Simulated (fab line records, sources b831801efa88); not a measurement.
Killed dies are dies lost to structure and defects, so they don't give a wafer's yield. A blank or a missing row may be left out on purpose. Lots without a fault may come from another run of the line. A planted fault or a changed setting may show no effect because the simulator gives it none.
Problem report in the 8D (eight disciplines) form, filled by code | flow gf180mcu | the parts of the form that need people (team, actions taken, sign-off) are left out

1. THE PROBLEM
V5_CVD_02_THK at GF_V5_THK_MEAS_03 reads a mean of 582 nm on 4 wafers of 3 lots; wafers without a fault read 1471 nm with a standard deviation of 19. That is -47 standard deviations from the usual mean.
First seen on wafer L877.4, day 31 17:04, on film_metro-01. The record holds 36 wafers of 12 lots with a number at this step. Rule for "out", or "out of limits": more than 4 standard deviations from the usual mean. The other wafers with a number count as sound.

2. WHAT IT IS AND WHAT IT IS NOT
question                    | is                                          | is not
which readings at this step | V5_CVD_02_THK                               | -
which lots                  | L877, L879, L880                            | L862, L866, L868, L869, L871, L872, L873, L878, L885
which wafers of those lots  | L877.4, L879.1, L879.6, L880.1              | L877.2, L877.3, L879.5, L880.2, L880.5
read on which gauges        | film_metro-01, film_metro-03, film_metro-04 | -
when                        | from day 31 17:04                           | up to then (23 sound wafers); but 9 sound wafers of L878, L879, L880, L885 came after

3. SUSPECTS, AND WHAT RULES EACH OUT
Counting: a tool at a process step up to the reading stays a suspect if it ran every lot that is out. Sound lots after the first of them don't rule it out here, since some wafers of a struck lot are sound.
- the gauge at GF_V5_THK_MEAS_03: ruled out. The wafers that are out were read on 3 gauges (film_metro-01, film_metro-03, film_metro-04).
- pecvd-03 at GF_V5_CVD_02 (deposits SiO2 from TEOS, target thk 1450 nm, time 163.28 s): kept. It ran every lot that is out, first L877 (day 31 16:53); its last sound lot up to then is L872 (day 30 05:19).
Left after counting: pecvd-03 at GF_V5_CVD_02.

4. THE CAUSE (what the simulator had put in)
Process parameter drift: pecvd-03, from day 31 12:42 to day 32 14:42, at GF_V5_CVD_02. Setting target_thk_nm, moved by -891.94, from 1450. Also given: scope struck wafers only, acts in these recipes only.
Counting left only this tool.

5. THE CHAIN OF EFFECTS, in route order
Each row: a reading whose mean over the struck wafers that have a number lies more than 3 standard deviations from the usual. Only readings for which the record gives a usual standard deviation are gone through. hours: the time from each lot's start at the first step in this table that gives one to its start at this step, as a median over the lots. sigmas: the change in usual standard deviations.
hours | step              | reading        | usual      | on struck wafers | change | sigmas
0     | GF_V5_THK_MEAS_03 | V5_CVD_02_THK  | 1471 nm    | 582              | -888   | -47
-     | GF_V5_ETCH_17     | oes_product_au | 0.860 a.u. | 0.706            | -0.154 | -32
The process steps in it:
- GF_V5_ETCH_17: etches SiO2 in C4F8/O2/Ar, stops on TiN, target depth 855 nm.

6. WHAT WOULD HAVE CAUGHT IT SOONER
In this record the first reading out of limits at a measuring or inspecting step was taken at day 31 17:04, 4 hours after the fault began at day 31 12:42.
Of the tool readings at GF_V5_CVD_02 for which the record gives a usual standard deviation, none was out on any struck wafer, so an alarm limit of 4 standard deviations on them would not have fired.
Of the lots that are out (3), L879, L880 began GF_V5_CVD_02 on pecvd-03 after day 31 17:04. A hold on the tool at that time would have spared those 2.
